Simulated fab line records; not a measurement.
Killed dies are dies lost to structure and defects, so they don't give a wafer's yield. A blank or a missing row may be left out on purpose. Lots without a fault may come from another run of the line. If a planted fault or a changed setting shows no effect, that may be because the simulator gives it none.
A struck lot beside a sound one ; flow sky130 ; 22 steps out of a route of 708
Sound: the wafers L531.1, L531.4, L531.6. The struck wafers were L540.1, L540.2, L540.5. At the end, the cause is stated.
Per side, at each step with rows, come the tool, then ch with its chambers, and then its first start. Under that, the readings that differ: sound wafers ; struck wafers ; difference of the means ; sigmas: that difference in standard deviations of wafers without a fault.
alike: words and numbers the same on both sides, and readings whose means are apart by under 2 such deviations; not compared: readings that were withheld, readings missing a value for some wafer, numbers with overlapping values and no deviation given by the record, and bounds like >300 which may hide the same value.
The two part at a step that has a row with sigmas, a row that says differs or no value, or rows on one side only. Numbers that have no deviation but don't overlap get no sigmas and don't part them. Lack of a reading on every wafer of one side parts them only where that side has two or more wafers.

first, 2 steps without rows for these wafers: SKY_CAPM_PEB_10; SKY_CAPM_DEVELOP_11 (develop time 60 s).
SKY_CAPM_OVL_MEAS_12:
  sound: overlay-02 at day 38 07:20; struck: overlay-02 at day 41 04:21
  alike: CAPM_OVL
SKY_CAPM_METAL_ETCH_13: etches TiN in Cl2/BCl3, stops on SiO2, target depth 220 nm, time 62.9 s.
  sound on rie-metal-02 ch 0,1, day 38 07:22; struck on rie-metal-03 ch 0,1, day 41 04:23
  alike: drypump-motor-current-A, oes-product-au, throttle-valve-pct
  not compared: rf-hours-counter-h
SKY_CAPM_STRIP_14: strips in O2/N2.
  sound on plasma-asher-04 ch 0,1, day 38 07:27; struck on plasma-asher-03 ch 0,1, day 41 04:28
reading;sound;struck;difference;sigmas
strip-time-to-endpoint-s (s);12.54 12.55 12.56;12.65 12.68 12.66;+0.11;+2
  alike: drypump-motor-current-A, o2-flow-sccm, oes-product-au
  not compared: rf-hours-counter-h
then, 7 steps without rows for these wafers: SKY_CAPM_STRIP_15 (strips in post etch residue remover, time 1200 s); SKY_CAPM_CLEAN_16 (cleans in IPA, time 180 s); SKY_CAPM_CLEAN_17 (cleans in O3/DIW); SKY_METAL3_DEHYDRATE_05 (time 60 s); SKY_METAL3_HMDS_06 (prime time 60 s); SKY_METAL3_COAT_07 (resist thk 60 nm); SKY_METAL3_COAT_08 (resist thk 1140 nm).
SKY_METAL3_SOFTBAKE_09: time 90 s.
  sound on litho-track-03 ch 0, day 38 20:00; struck on litho-track-03 ch 0, day 41 17:00
reading;sound;struck;difference;sigmas
heater-power-total-W (W);57.38 57.58 57.25;53.70 53.71 53.64;-3.72;-31
plate-temp-C (C);100.55 100.12 100.04;95.32 95.34 95.47;-4.86;-35
  alike: chill-plate-temp-C
then, 2 steps without rows for these wafers: SKY_METAL3_EXPOSE_10 (exposes mask MM3, target cd 300 nm); SKY_METAL3_PEB_11.
SKY_METAL3_DEVELOP_12: develop time 60 s.
  sound: litho-track-03 ch 0; struck: litho-track-04 ch 0
reading;sound;struck;difference;sigmas
model.KrF-thick_of_METAL3_COAT_08.thk-nm (nm);1130 1131 1128;1133 1136 1133;+4;
  alike: chill-plate-temp-C
SKY_METAL3_CD_MEAS_13: target cd 300 nm.
  sound: cd-sem-02 at day 39 09:52; struck: cd-sem-01 at day 42 04:29
reading;sound;struck;difference;sigmas
cd-nm (nm);298.3 295.3 296.4;300.8 300.3 300.1;+3.7;+3
SKY_METAL3_OVL_MEAS_14:
  sound: overlay-01 at day 39 09:59; struck: overlay-02 at day 42 04:37
  alike: METAL3_OVL
SKY_METAL3_DESCUM_15: chemistry O2, time 8 s.
  sound on rie-metal-01 ch 0,1, day 39 10:02; struck on rie-metal-01 ch 0,1, day 42 04:39
  alike: drypump-motor-current-A, oes-product-au
  not compared: rf-hours-counter-h
SKY_METAL3_ETCH_16: etches BARC in N2/H2, stops on SiO2, time 88.2 s, target depth 60 nm.
  sound on rie-metal-01 ch 0,1, day 39 10:04; struck on rie-metal-01 ch 0,1, day 42 04:41
reading;sound;struck;difference;sigmas
model.KrF-thick_of_METAL3_COAT_08.thk-nm (nm);1080 1081 1078;1083 1087 1084;+5;
  alike: drypump-motor-current-A, oes-product-au, throttle-valve-pct
  not compared: rf-hours-counter-h
SKY_METAL3_ETCH_17: etches SiO2 in C4F8/O2/Ar, stops on TiN, time 3.9 s, target depth 15 nm.
  sound on rie-diel-03 ch 0,2,3, day 39 10:10; struck on rie-diel-03 ch 0,2, day 42 04:47
  alike: oes-product-au
  not compared: rf-hours-counter-h
-- the record jumps here: 7 days lie between the struck wafers' starts before and after (it left off in module METAL3 and takes up again in module PAD_OPEN, whose first step shown is number 708 of the route) --
SKY_PAD_OPEN_PROBE_99:
  sound: prober-02 at day 46 12:15; struck: prober-01 at day 48 17:48
  alike: defect-limited-yield, killed_at_M0_to_M3, killed_at_M4_up, killed-at-contacts, killed-at-front-end, killed-at-other, killed-dies, killed-open, killed-short, sort_bin_3_pad_short, sort_bin_5_function, sort_bin_6_memory, sort-n-pass, sort-yield-pct

## WHERE THEY PART
At SKY_CAPM_STRIP_14 first; at SKY_METAL3_CD_MEAS_13 last (within this record only). Later steps at which nothing parts them and some readings are alike: SKY_METAL3_OVL_MEAS_14, SKY_METAL3_DESCUM_15, SKY_METAL3_ETCH_16, SKY_METAL3_ETCH_17, SKY_PAD_OPEN_PROBE_99.

WHY: what the simulator had put in
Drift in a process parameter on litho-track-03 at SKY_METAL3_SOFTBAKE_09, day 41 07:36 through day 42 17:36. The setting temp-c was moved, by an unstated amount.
